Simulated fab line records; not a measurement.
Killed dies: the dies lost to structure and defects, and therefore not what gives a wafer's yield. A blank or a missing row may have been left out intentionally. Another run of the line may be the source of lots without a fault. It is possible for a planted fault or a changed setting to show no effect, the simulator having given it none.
fab line records	flow sky130
[record] lots = 6	wafers = 18	last-day = 49
route steps=708 shown LOCAL_INTERCONNECT@396 CONTACT@406 PAD_OPEN@708
lots with no fault: from the same line, run without faults
start-h: hours from the record's first day to the start of the lot's first wafer shown	wait-h: how many hours have passed since the lot's step before this one	" repeats the value in the row above	L1.1+2: one row covering several wafers at once	- no value present, or no start provided	* or withheld: withheld	< > ~ a bound
route shown NAME@n: names a module that has steps shown in the file, with the first one's number in the route	usual: mean/standard deviation of fault-free wafers	same: alike in all rows	chamber/n: place in a boat	sites: each site's reading	_std_site: how widely they spread, as a standard deviation	_edge_site: the outer-site mean with the inner-site mean subtracted	radius-mm: how far each site lies from the wafer's centre	mask NAME#n: copy n	behind: the last tool/chamber to shape the wafer	hold: why the lot was held/for how many hours/how that ended	device: whichever transistor did not switch (one of n, p or np)	end of line: the route-end tests of the same wafers	where a step has no rows: the recipe by itself	killed: at the first sort, the dies lost to defects and structure; wafer yield is something else	map: a wafer's dies, x killed, . not, _ none there
set.NAME: the setting the step ran with; set.NAME@STEP: the setting that earlier step ran with	model.NAME: the simulator's own value behind a step, which no gauge read
a table for each step, a row for each wafer; lots at some steps of the route
services: from which hour (start-h, from the record's first day; less than 0 if before it) a tool's chamber was out of use, for how many hours, and why
[[steps]]
[step SKY_LOCAL_INTERCONNECT_PEB_09]
[recipe] peb-temp-c = withheld	peb-time-s = withheld	resist = KrF-thick
[step SKY_LOCAL_INTERCONNECT_DEVELOP_10]
[recipe] develop-time-s = 60	resist = KrF-thick	dev-temp-c = 21
[step SKY_LOCAL_INTERCONNECT_CD_MEAS_11]
[recipe] target-cd-nm = 170
[usual] cd-nm = 170.4/1.8
lot.wafer	tool	chamber	start-h	wait-h	cd-nm
L351.1	cd-sem-02	-	736.97	-	170.8
L351.4	"	-	"	"	169.1
L351.6	"	-	"	"	169.1
L359.1	cd-sem-01	-	804.01	-	173.4
L359.5	"	-	"	"	173.0
L359.6	"	-	"	"	173.7
L365.2	cd-sem-01	-	841.85	-	169.7
L365.4	"	-	"	"	170.0
L365.5	"	-	"	"	168.0
L363.1	cd-sem-02	-	842.47	-	171.1
L363.4	"	-	"	"	170.8
L363.6	"	-	"	"	172.1
L366.1	cd-sem-01	-	849.26	-	173.1
L366.2	"	-	"	"	173.1
L366.4	"	-	"	"	172.5
L367.1	cd-sem-02	-	855.66	-	172.1
L367.5	"	-	"	"	170.4
L367.6	"	-	"	"	171.0
[step SKY_LOCAL_INTERCONNECT_OVL_MEAS_12]
[usual] LOCAL_INTERCONNECT_OVL = 1/4.6
lot.wafer	tool	chamber	start-h	wait-h	LOCAL_INTERCONNECT_OVL[nm]
L351.1	overlay-01	-	737.09	0.1	1
L351.4	"	-	"	"	-2
L351.6	"	-	"	"	5
L359.1	overlay-02	-	804.13	0.1	-1
L359.5	"	-	"	"	2
L359.6	"	-	"	"	-4
L365.2	overlay-02	-	841.95	0.1	6
L365.4	"	-	"	"	-3
L365.5	"	-	"	"	2
L363.1	overlay-01	-	842.59	0.1	1
L363.4	"	-	"	"	3
L363.6	"	-	"	"	5
L366.1	overlay-02	-	849.38	0.1	-1
L366.2	"	-	"	"	5
L366.4	"	-	"	"	2
L367.1	overlay-01	-	855.78	0.1	2
L367.5	"	-	"	"	6
L367.6	"	-	"	"	0
[step SKY_LOCAL_INTERCONNECT_ETCH_13]
[recipe] chemistry = N2/H2	target = BARC	ion-energy-ev = 200	bias-w = 100	pressure-mtorr = 30	n2-flow-sccm = 100	h2-flow-sccm = 200	icp-w = 500	stop-on = SiO2	time-s = 45.9	target-depth-a = 600
[usual] chamber-pressure-mTorr = 30.002/0.028	drypump-motor-current-A = 5.84/0.072	oes-product-au = 0.855/0.0044	throttle-valve-pct = 13.224/0.0099
[same] time-s = 45.9
lot.wafer	tool	chamber	start-h	wait-h	chamber-pressure-mTorr	drypump-motor-current-A	oes-product-au	rf-hours-counter-h	throttle-valve-pct
L351.1	rie-metal-02	1	737.13	0.0	30.024	5.74	0.857	15	13.221
L351.4	"	0	"	"	29.941	5.90	0.856	-	13.212
L351.6	"	0	"	"	29.999	5.89	0.859	-	13.227
L359.1	rie-metal-03	0	804.17	0.0	30.003	5.90	0.863	3	13.229
L359.5	"	1	"	"	30.004	5.88	0.856	-	13.229
L359.6	"	0	"	"	29.998	5.92	0.860	-	13.228
L365.2	rie-metal-02	1	841.98	0.0	30.022	5.71	0.851	0	13.209
L365.4	"	0	"	"	30.002	5.89	0.849	-	13.219
L365.5	"	1	"	"	30.022	5.71	0.854	-	13.237
L363.1	rie-metal-01	0	842.63	0.0	29.984	5.77	0.852	12	13.225
L363.4	"	0	"	"	30.026	5.77	0.851	-	13.219
L363.6	"	0	"	"	29.982	5.75	0.859	-	13.221
L366.1	rie-metal-02	0	849.42	0.0	29.923	5.88	0.858	15	13.239
L366.2	"	1	"	"	30.020	5.71	0.855	1	13.226
L366.4	"	1	"	"	30.004	5.72	0.856	-	13.224
L367.1	rie-metal-01	0	855.82	0.0	29.957	5.75	0.865	14	13.225
L367.5	"	0	"	"	29.951	5.75	0.856	-	13.221
L367.6	"	0	"	"	30.043	5.76	0.852	-	13.202
[step SKY_LOCAL_INTERCONNECT_METAL_ETCH_14]
[recipe] target-depth-nm = 110	stop-on = PSG	chemistry = Cl2/BCl3	target = TiN	resist-sidewall-deg = 88	pressure-mtorr = 10	icp-w = 900	bias-w = 48.5	Cl2_flow_sccm = 60	bcl3-flow-sccm = 30	time-s = 31.4
[usual] chamber-pressure-mTorr = 9.999/0.013	drypump-motor-current-A = 5.83/0.074	oes-product-au = 0.943/0.0076	throttle-valve-pct = 21.899/0.0096
[same] time-s = 31.4
lot.wafer	tool	chamber	start-h	wait-h	chamber-pressure-mTorr	drypump-motor-current-A	oes-product-au	rf-hours-counter-h	throttle-valve-pct
L351.1	rie-metal-02	1	737.21	0.1	9.991	5.69	0.935	15	21.908
L351.4	"	0	"	"	10.010	5.89	0.934	-	21.904
L351.6	"	0	"	"	9.995	5.89	0.942	-	21.898
L359.1	rie-metal-03	0	804.23	0.0	9.991	5.90	0.940	3	21.903
L359.5	"	1	"	"	9.983	5.85	0.918	-	21.906
L359.6	"	0	"	"	10.015	5.89	0.929	-	21.904
L365.2	rie-metal-02	1	842.04	0.0	9.993	5.71	0.939	0	21.894
L365.4	"	0	"	"	9.997	5.89	0.936	-	21.904
L365.5	"	1	"	"	10.004	5.72	0.958	-	21.889
L363.1	rie-metal-01	0	842.76	0.1	9.995	5.75	0.945	13	21.892
L363.4	"	0	"	"	10.004	5.74	0.944	-	21.897
L363.6	"	0	"	"	10.012	5.74	0.943	-	21.888
L366.1	rie-metal-02	0	849.48	0.0	10.003	5.89	0.950	15	21.897
L366.2	"	1	"	"	9.984	5.70	0.934	1	21.912
L366.4	"	1	"	"	9.985	5.71	0.943	-	21.908
L367.1	rie-metal-01	0	855.95	0.1	10.009	5.75	0.932	14	21.897
L367.5	"	0	"	"	9.992	5.75	0.946	-	21.912
L367.6	"	0	"	"	10.004	5.75	0.949	-	21.907
[step SKY_LOCAL_INTERCONNECT_STRIP_15]
[recipe] chemistry = O2/N2	power-w = 1400	pressure-mtorr = 1544	platen-temp-c = withheld	o2-flow-sccm = 3000	n2-flow-sccm = 300	overash-fraction = 0.5
[usual] chamber-pressure-mTorr = 1544.3/1.4	drypump-motor-current-A = 6.25/0.18	oes-product-au = 0.428/0.0043	strip-time-to-endpoint-s = 4.702/0.016
lot.wafer	tool	chamber	start-h	wait-h	chamber-pressure-mTorr	drypump-motor-current-A	oes-product-au	rf-hours-counter-h	strip-time-to-endpoint-s
L351.1	plasma-asher-03	0	737.28	0.0	1542.8	6.18	0.430	92	4.697
L351.4	"	0	"	"	1545.4	6.19	0.429	-	4.683
L351.6	"	0	"	"	1543.0	6.17	0.420	-	4.696
L359.1	plasma-asher-01	1	804.28	0.0	1544.0	6.40	0.420	69	4.723
L359.5	"	0	"	"	1546.4	6.03	0.437	-	4.704
L359.6	"	1	"	"	1544.1	6.37	0.429	-	4.695
L365.2	plasma-asher-01	1	842.10	0.0	1544.7	6.38	0.427	72	4.697
L365.4	"	0	"	"	1545.5	6.01	0.428	-	4.702
L365.5	"	0	"	"	1544.6	6.02	0.425	-	4.702
L363.1	plasma-asher-03	1	842.86	0.1	1544.3	6.26	0.427	103	4.699
L363.4	"	1	"	"	1543.1	6.28	0.433	-	4.702
L363.6	"	1	"	"	1543.1	6.29	0.430	-	4.685
L366.1	plasma-asher-03	1	849.53	0.0	1546.3	6.28	0.429	103	4.697
L366.2	"	0	"	"	1542.4	6.20	0.433	103	4.699
L366.4	"	1	"	"	1543.4	6.31	0.426	-	4.697
L367.1	plasma-asher-01	1	856.05	0.1	1542.1	6.37	0.426	74	4.671
L367.5	"	1	"	"	1543.9	6.37	0.427	-	4.707
L367.6	"	0	"	"	1546.6	6.03	0.428	-	4.687
[step SKY_LOCAL_INTERCONNECT_STRIP_16]
[recipe] chemistry = post-etch-residue-remover	time-s = 1200	temp-c = 72.5
[step SKY_LOCAL_INTERCONNECT_CLEAN_17]
[recipe] chemistry = IPA	time-s = 180	temp-c = 25
[step SKY_LOCAL_INTERCONNECT_CLEAN_18]
[recipe] chemistry = O3/DIW	dry = n2-spin
[step SKY_CONTACT_CVD_00]
[recipe] material = Si3N4	target-thk-nm = 75	temp-c = 400	time-s = withheld	rf-w = 450
[usual] heater-power-w = 704/71
lot.wafer	tool	chamber	start-h	wait-h	heater-power-w
L351.1	pecvd-03	2	737.87	0.0	779
L351.4	"	2	"	"	788
L351.6	"	0	"	"	550
L359.1	pecvd-01	0	804.88	0.0	770
L359.5	"	0	"	"	772
L359.6	"	1	"	"	700
L365.2	pecvd-01	2	842.72	0.0	717
L365.4	"	2	"	"	693
L365.5	"	1	"	"	621
L363.1	pecvd-03	2	843.49	0.0	780
L363.4	"	2	"	"	797
L363.6	"	2	"	"	799
L366.1	pecvd-03	1	850.13	0.0	652
L366.2	"	2	"	"	776
L366.4	"	2	"	"	757
L367.1	pecvd-02	1	856.64	0.0	637
L367.5	"	2	"	"	776
L367.6	"	0	"	"	812
[step SKY_CONTACT_THK_MEAS_01]
[recipe] reads = Si3N4_of_CONTACT_CVD_00
[usual] CONTACT_CVD_00_THK = 75.2/1
lot.wafer	tool	chamber	start-h	wait-h	CONTACT_CVD_00_THK[nm]
L351.1	film-metro-04	-	737.91	-	75.3
L351.4	"	-	"	"	76.4
L351.6	"	-	"	"	76.0
L359.1	film-metro-01	-	804.92	-	74.5
L359.5	"	-	"	"	75.5
L359.6	"	-	"	"	74.8
L365.2	film-metro-03	-	842.78	-	73.1
L365.4	"	-	"	"	74.6
L365.5	"	-	"	"	74.4
L363.1	film-metro-04	-	843.54	-	74.7
L363.4	"	-	"	"	75.8
L363.6	"	-	"	"	75.7
L366.1	film-metro-04	-	850.16	-	74.3
L366.2	"	-	"	"	75.3
L366.4	"	-	"	"	76.5
L367.1	film-metro-04	-	856.67	-	74.9
L367.5	"	-	"	"	75.6
L367.6	"	-	"	"	76.8
[step SKY_CONTACT_HDPCVD_02]
[recipe] material = SiO2	target-thk-nm = 565	sigma-open-frac = 0.3	time-s = 94.2	temp-c = 600	sih4-flow-sccm = 60	pressure-mtorr = 6
[usual] sih4-flow-sccm = 60.00/0.18
[same] time-s = 94.2
lot.wafer	tool	chamber	start-h	wait-h	sih4-flow-sccm	model.SiO2_of_CONTACT_HDPCVD_02.thk-nm
L351.1	hdpcvd-02	2	737.97	0.1	60.14	565.8
L351.4	"	2	"	"	60.10	566
L351.6	"	1	"	"	59.78	567.5
L359.1	hdpcvd-01	0	804.98	0.1	59.80	557.3
L359.5	"	1	"	"	60.36	562
L359.6	"	2	"	"	60.06	568.2
L365.2	hdpcvd-01	2	842.83	0.0	72.18	680.1
L365.4	"	0	"	"	71.67	680.7
L365.5	"	1	"	"	72.10	685
L363.1	hdpcvd-02	2	843.60	0.1	60.17	562.9
L363.4	"	2	"	"	59.80	568.8
L363.6	"	1	"	"	60.01	567.2
L366.1	hdpcvd-01	2	850.22	0.1	71.99	687.1
L366.2	"	1	"	"	72.22	681.2
L366.4	"	2	"	"	72.02	683.2
L367.1	hdpcvd-02	0	856.73	0.1	59.78	565.2
L367.5	"	2	"	"	59.97	566.1
L367.6	"	1	"	"	59.99	569.2
[step SKY_CONTACT_THK_MEAS_03]
[recipe] reads = SiO2_of_CONTACT_HDPCVD_02
[usual] CONTACT_HDPCVD_THK = 568/5.5
lot.wafer	tool	chamber	start-h	wait-h	CONTACT_HDPCVD_THK[nm]
L351.1	film-metro-04	-	738.04	0.0	566
L351.4	"	-	"	"	566
L351.6	"	-	"	"	567
L359.1	film-metro-03	-	805.05	0.0	557
L359.5	"	-	"	"	562
L359.6	"	-	"	"	568
L365.2	film-metro-01	-	842.91	0.0	680
L365.4	"	-	"	"	681
L365.5	"	-	"	"	685
L363.1	film-metro-03	-	843.67	0.0	563
L363.4	"	-	"	"	568
L363.6	"	-	"	"	567
L366.1	film-metro-04	-	850.32	0.1	688
L366.2	"	-	"	"	681
L366.4	"	-	"	"	683
L367.1	film-metro-01	-	856.80	0.0	565
L367.5	"	-	"	"	566
L367.6	"	-	"	"	569
[step SKY_CONTACT_CMP_04]
[recipe] material = SiO2	down-force-psi = 4	platen-rpm = 60	pad-velocity-m-s = 0.94248
[usual] motor-current-A = 12.7/1.6	time-to-endpoint-s = 81/4.5
lot.wafer	tool	chamber	start-h	wait-h	motor-current-A	time-to-endpoint-s
L351.1	cmp-02	2	738.15	0.1	14.3	86
L351.4	"	3	"	"	15.6	86
L351.6	"	2	"	"	12.9	87
L359.1	cmp-02	2	805.16	0.1	13.9	78
L359.5	"	1	"	"	12.2	78
L359.6	"	2	"	"	13.2	80
L365.4	cmp-01	1	843.01	0.1	12.7	124
L365.2	"	2	"	"	12.7	132
L365.5	"	0	"	"	10.8	130
L363.1	cmp-02	1	843.73	0.1	11.6	70
L363.4	"	3	"	"	15.7	76
L363.6	"	2	"	"	14.1	76
L366.4	cmp-01	0	850.43	0.1	11.1	127
L366.2	"	1	"	"	11.6	123
L366.1	"	2	"	"	13.6	133
L367.1	cmp-02	0	856.86	0.1	11.0	78
L367.5	"	0	"	"	11.4	80
L367.6	"	1	"	"	11.0	76
[step SKY_CONTACT_BOW_MEAS_05]
[recipe] mode = bow
[usual] CONTACT_BOW = 83/6.6
lot.wafer	tool	chamber	start-h	wait-h	CONTACT_BOW[um]
L351.1	film-metro-01	-	738.40	0.2	93
L351.4	"	-	"	"	93
L351.6	"	-	"	"	85
L359.1	film-metro-01	-	805.41	0.2	79
L359.5	"	-	"	"	82
L359.6	"	-	"	"	75
L365.2	film-metro-03	-	843.28	0.2	76
L365.4	"	-	"	"	87
L365.5	"	-	"	"	85
L363.1	film-metro-01	-	844.03	0.2	76
L363.4	"	-	"	"	90
L363.6	"	-	"	"	82
L366.1	film-metro-04	-	850.68	0.1	80
L366.2	"	-	"	"	83
L366.4	"	-	"	"	75
L367.1	film-metro-04	-	857.16	0.2	82
L367.5	"	-	"	"	93
L367.6	"	-	"	"	94
[step SKY_PAD_OPEN_PROBE_99]
[usual] killed_at_M0_to_M3 = 44/7.1	killed_at_M4_up = 3.3/1.8	killed-at-contacts = 23/5.5	killed-at-front-end = 15/4.5	killed-at-other = 0.2/0.48	killed-dies = 85/8.4	killed-open = 46/6.6	killed-short = 39/6.1
[same] gross-dies = 492	killed-at-back-side = 0
lot.wafer	tool	chamber	start-h	wait-h	killed_at_M0_to_M3	killed_at_M4_up	killed-at-contacts	killed-at-front-end	killed-at-other	killed-dies	killed-open	killed-short
L351.1	prober-01	-	1101.25	1.0	48	4	19	15	0	86	46	40
L351.4	prober-01	-	1101.40	1.0	56	2	34	15	0	107	60	47
L351.6	prober-01	-	1101.50	1.1	49	3	22	15	0	89	48	41
L365.2	prober-01	-	1176.59	0.1	44	2	29	16	0	91	57	34
L365.4	prober-01	-	1176.69	0.2	46	3	20	18	0	87	50	37
L365.5	prober-01	-	1176.74	0.2	48	4	23	13	0	88	46	42
L363.1	prober-02	-	1177.69	0.1	53	2	21	13	1	90	41	49
L363.4	prober-02	-	1177.84	0.2	51	2	20	12	0	85	42	42
L363.6	prober-02	-	1177.94	0.2	32	3	17	16	0	68	38	28
L366.1	prober-01	-	1182.07	0.1	43	1	25	17	1	87	48	38
L366.2	prober-01	-	1182.12	0.1	33	3	24	12	0	72	39	32
L366.4	prober-01	-	1182.22	0.2	42	5	26	17	0	90	49	41
L367.1	prober-02	-	1185.03	0.1	32	3	33	22	0	90	48	42
L367.5	prober-02	-	1185.23	0.2	50	1	22	13	1	87	37	50
L367.6	prober-02	-	1185.28	0.2	41	5	25	18	0	89	49	40
// killed by level:class
L351.1 VIA1:geometric-particle:open=14 METAL1:geometric-particle:short=10 CONTACT:geometric-particle:open=7 VIA2:geometric-particle:open=6 FIELD_ISO:geometric-particle:open=4 LI_CONTACT:geometric-particle:open=4 METAL4:geometric-particle:short=4 VIA1:geometric-particle:short=4
L351.4 VIA1:geometric-particle:open=13 CONTACT:geometric-particle:open=12 FIELD_ISO:geometric-particle:open=10 VIA2:geometric-particle:open=9 METAL2:geometric-particle:short=7 VIA1:geometric-particle:short=7 CONTACT:geometric-particle:short=6 METAL1:geometric-particle:short=6
L351.6 VIA1:geometric-particle:open=10 VIA2:geometric-particle:open=10 CONTACT:geometric-particle:open=9 LI_CONTACT:geometric-particle:open=7 VIA3:geometric-particle:open=7 FIELD_ISO:geometric-particle:short=5 METAL1:geometric-particle:short=5 VIA1:geometric-particle:short=5
L365.2 CONTACT:geometric-particle:open=14 LI_CONTACT:geometric-particle:open=9 VIA1:geometric-particle:open=9 METAL2:geometric-particle:short=7 VIA1:geometric-particle:short=6 VIA2:geometric-particle:open=6 VIA3:geometric-particle:open=5 FIELD_ISO:geometric-particle:short=4
L365.4 VIA1:geometric-particle:open=11 VIA3:geometric-particle:open=9 CONTACT:geometric-particle:open=8 LI_CONTACT:geometric-particle:open=6 FIELD_ISO:geometric-particle:open=5 POLY_GATE:geometric-particle:short=5 VIA2:geometric-particle:open=5 METAL2:geometric-particle:short=5
L365.5 METAL1:geometric-particle:short=10 CONTACT:geometric-particle:open=9 VIA1:geometric-particle:open=9 VIA3:geometric-particle:open=8 METAL2:geometric-particle:short=6 LOCAL_INTERCONNECT:geometric-particle:short=6 VIA3:geometric-particle:short=4 FIELD_ISO:geometric-particle:short=3
L363.1 METAL1:geometric-particle:short=10 VIA1:geometric-particle:open=8 CONTACT:geometric-particle:open=7 VIA1:geometric-particle:short=7 METAL2:geometric-particle:short=7 VIA2:geometric-particle:open=6 VIA3:geometric-particle:open=5 LOCAL_INTERCONNECT:geometric-particle:short=4
L363.4 VIA3:geometric-particle:open=12 METAL1:geometric-particle:short=9 CONTACT:geometric-particle:open=8 METAL2:geometric-particle:short=7 POLY_GATE:geometric-particle:short=5 VIA1:geometric-particle:open=5 LI_CONTACT:geometric-particle:open=4 LOCAL_INTERCONNECT:geometric-particle:short=4
L363.6 VIA1:geometric-particle:open=8 LI_CONTACT:geometric-particle:open=6 METAL3:geometric-particle:short=5 VIA2:geometric-particle:open=5 POLY_GATE:geometric-particle:open=4 METAL2:geometric-particle:short=4 FIELD_ISO:geometric-particle:short=3 LOCAL_INTERCONNECT:geometric-particle:open=3
L366.1 CONTACT:geometric-particle:open=10 VIA1:geometric-particle:open=8 VIA2:geometric-particle:open=8 LI_CONTACT:geometric-particle:open=6 CONTACT:geometric-particle:short=6 VIA3:geometric-particle:open=6 VIA2:geometric-particle:short=5 POLY_GATE:geometric-particle:short=4
L366.2 CONTACT:geometric-particle:open=11 VIA1:geometric-particle:open=8 VIA1:geometric-particle:short=6 CONTACT:geometric-particle:short=6 VIA3:geometric-particle:open=5 FIELD_ISO:geometric-particle:open=4 LI_CONTACT:geometric-particle:open=4 METAL1:geometric-particle:short=4
L366.4 CONTACT:geometric-particle:open=11 LI_CONTACT:geometric-particle:open=7 VIA1:geometric-particle:open=7 METAL2:geometric-particle:short=6 METAL1:geometric-particle:short=5 VIA2:geometric-particle:open=5 VIA3:geometric-particle:short=5 FIELD_ISO:geometric-particle:open=4
L367.1 CONTACT:geometric-particle:short=9 CONTACT:geometric-particle:open=9 VIA1:geometric-particle:open=8 POLY_GATE:geometric-particle:open=6 LI_CONTACT:geometric-particle:open=5 LOCAL_INTERCONNECT:geometric-particle:short=5 METAL1:geometric-particle:short=4 LI_CONTACT:geometric-particle:short=4
L367.5 VIA1:geometric-particle:open=12 METAL1:geometric-particle:short=9 VIA3:geometric-particle:open=6 METAL3:geometric-particle:short=5 LI_CONTACT:geometric-particle:short=5 CONTACT:geometric-particle:short=5 CONTACT:geometric-particle:open=5 LOCAL_INTERCONNECT:geometric-particle:short=4
L367.6 CONTACT:geometric-particle:open=8 VIA2:geometric-particle:open=8 VIA1:geometric-particle:open=7 VIA3:geometric-particle:open=6 FIELD_ISO:geometric-particle:short=5 METAL1:geometric-particle:short=5 LI_CONTACT:geometric-particle:open=5 LOCAL_INTERCONNECT:geometric-particle:short=5
[[services]]
tool	chamber	start-h	hours	kind
pecvd-01	-	717.24	3.1	repair
cmp-02	-	723.19	4.5	repair
cmp-02	-	744.22	4.0	pm
cmp-01	-	746.10	2.8	repair
cmp-01	-	746.51	1.0	repair
hdpcvd-01	0	751.39	10.6	repair
pecvd-01	2	761.14	5.6	repair
rie-metal-02	1	766.59	6.6	repair
cmp-02	-	774.28	1.3	repair
cmp-01	-	776.18	4.8	pm
rie-metal-02	1	793.80	-	clean
rie-metal-02	1	793.80	35.6	scheduled-down
rie-metal-02	1	793.80	35.6	vent-cycle
cmp-02	-	806.58	1.6	repair
cmp-02	-	810.17	1.5	repair
rie-metal-03	-	815.06	2.8	pm
pecvd-03	2	817.83	2.5	repair
rie-metal-03	1	820.37	4.7	repair
pecvd-03	-	820.84	1.0	repair
hdpcvd-01	-	821.28	2.8	pm
cmp-01	-	829.90	1.3	repair
hdpcvd-01	-	834.35	6.0	pm
hdpcvd-01	0	845.01	18.3	repair
pecvd-03	0	856.66	22.8	repair
[[key]]
[first-sign] step = SKY_CONTACT_HDPCVD_02	reading = sih4-flow-sccm	direction = up	sigmas = 67	usual = 60.00	struck = 72.03
[effect] step = SKY_CONTACT_THK_MEAS_03	reading = CONTACT_HDPCVD_THK	direction = up	sigmas = 21	usual = 568	struck = 683
[effect] step = SKY_CONTACT_CMP_04	reading = time-to-endpoint-s	direction = up	sigmas = 10	usual = *	struck = *
[model-effect] step = SKY_CONTACT_HDPCVD_02	value = SiO2_of_CONTACT_HDPCVD_02.thk-nm	without = 569.9	struck = 682.9
met-at SKY_CONTACT_HDPCVD_02
struck-wafers L365.2,L365.4,L365.5,L366.1,L366.2,L366.4
tester-left-out L365,L366
onset-between 804.98 842.83
[fault] kind = process-parameter-drift	tool = hdpcvd-01	chamber = -	onset-h = 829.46	steps = SKY_CONTACT_HDPCVD_02	channel = sih4-flow-sccm	offset = 12	shape = step	end-h = 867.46	acts-in = these-recipes-only	stated = 60
// tester-left-out: of these lots the tester's yield and bins aren't shown, on N5 and GAA mostly nor the transistor test; their killed dies are dies lost to structure and defects alone, not to doping, threshold or leakage, so they don't give the yield
